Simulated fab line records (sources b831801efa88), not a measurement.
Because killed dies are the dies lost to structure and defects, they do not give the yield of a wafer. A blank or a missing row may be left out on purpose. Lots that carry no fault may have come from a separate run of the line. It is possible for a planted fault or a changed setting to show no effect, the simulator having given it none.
Struck lot and sound lot, side by side || flow gf180mcu || 14 steps out of a route of 602
Sound: the wafers L129.1, L129.3, L129.5. The struck wafers were L121.3, L121.4, L121.5. At the end, the cause is stated.
Per side, at each step with rows, come the tool, then ch with its chambers, and then its first start. Under that, the readings that differ: sound wafers || struck wafers || difference of the means || sigmas: that difference in standard deviations of wafers without a fault.
alike: a reading whose means differ by less than 2 such deviations, as well as words and numbers matching on both sides. not compared: withheld readings; readings where some wafer has no value; bounds like >300 that might hide an equal value; numbers whose values overlap and for which the record gives no deviation.
The two part at a step that has a row with sigmas, a row that says differs or no value, or rows on one side only. Numbers that have no deviation but don't overlap get no sigmas and don't part them. A reading missing from all wafers of one side parts the sides only when that side holds two or more wafers.

first, 1 step without rows for these wafers: GF_V4_CLEAN_20 (cleans in DIW).
GF_V4_SPUTTER_21: material Ti, target thk 15 nm, time 80.02 s.
  sound on pvd sputter-04 at day 30 01:29; struck on pvd sputter-04 at day 27 17:58
  alike: throttle valve pct
GF_V4_SPUTTER_22: material TiN, target thk 10 nm, time 40 s.
  sound on pvd sputter-04 at day 30 01:32; struck on pvd sputter-04 at day 27 18:01
  alike: throttle valve pct
then, 1 step without rows for these wafers: GF_V4_CVD_23 (deposits W, target thk 350 nm, time 104.9 s).
GF_V4_RS_MEAS_24: uses a four-point probe to measure.
  sound on film metro-04 at day 30 01:41; struck on film metro-03 at day 27 18:13
  alike: V4_W_RS
GF_V4_THK_MEAS_25: measures by xrf.
  sound on film metro-04 at day 30 01:49; struck on film metro-03 at day 27 18:19
  alike: V4_W_THK
then, 1 step without rows for these wafers: GF_V4_CMP_26 (polishes, stops on SiO2, t overpolish 15 s, target thk 0 nm).
GF_MIM_SPUTTER_00: material Ti, target thk 37.5 nm, time 150 s.
  sound on pvd sputter-04 at day 30 02:10; struck on pvd sputter-02 at day 27 18:39
  alike: throttle valve pct
then, 1 step without rows for these wafers: GF_MIM_SPUTTER_01 (material TiN, target thk 30 nm, time 25 s).
GF_MIM_SPUTTER_02: material AlCu, target thk 450 nm, time 23.9 s.
  sound on pvd sputter-04 at day 30 02:18; struck on pvd sputter-02 at day 27 18:47
  alike: throttle valve pct
GF_MIM_SPUTTER_03: material Ti, target thk 10 nm, time 6.7 s.
  sound on pvd sputter-04 at day 30 02:20; struck on pvd sputter-02 at day 27 18:49
  alike: throttle valve pct
then, 1 step without rows for these wafers: GF_MIM_SPUTTER_04 (material TiN, target thk 50 nm, time 41.7 s).
GF_MIM_CVD_05: deposits Si3N4, target thk 42 nm, time 29.086 s.
  sound on pecvd-04 ch 0,1,2, day 30 02:23; struck on pecvd-03 ch 1,2, day 27 18:52
  no value came back on the struck wafers for heater power outer w (W), heater power w (W); on the sound wafers heater power outer w (W) reads 439 454 440
GF_PASSIVATION_PROBE_99:
  the record holds rows for the sound wafers here (prober-01, day 34 02:47) but none for the struck ones

WHERE THEY PART
At GF_MIM_CVD_05 first; at GF_PASSIVATION_PROBE_99 last (within this record only).

WHY: the cause the simulator had injected
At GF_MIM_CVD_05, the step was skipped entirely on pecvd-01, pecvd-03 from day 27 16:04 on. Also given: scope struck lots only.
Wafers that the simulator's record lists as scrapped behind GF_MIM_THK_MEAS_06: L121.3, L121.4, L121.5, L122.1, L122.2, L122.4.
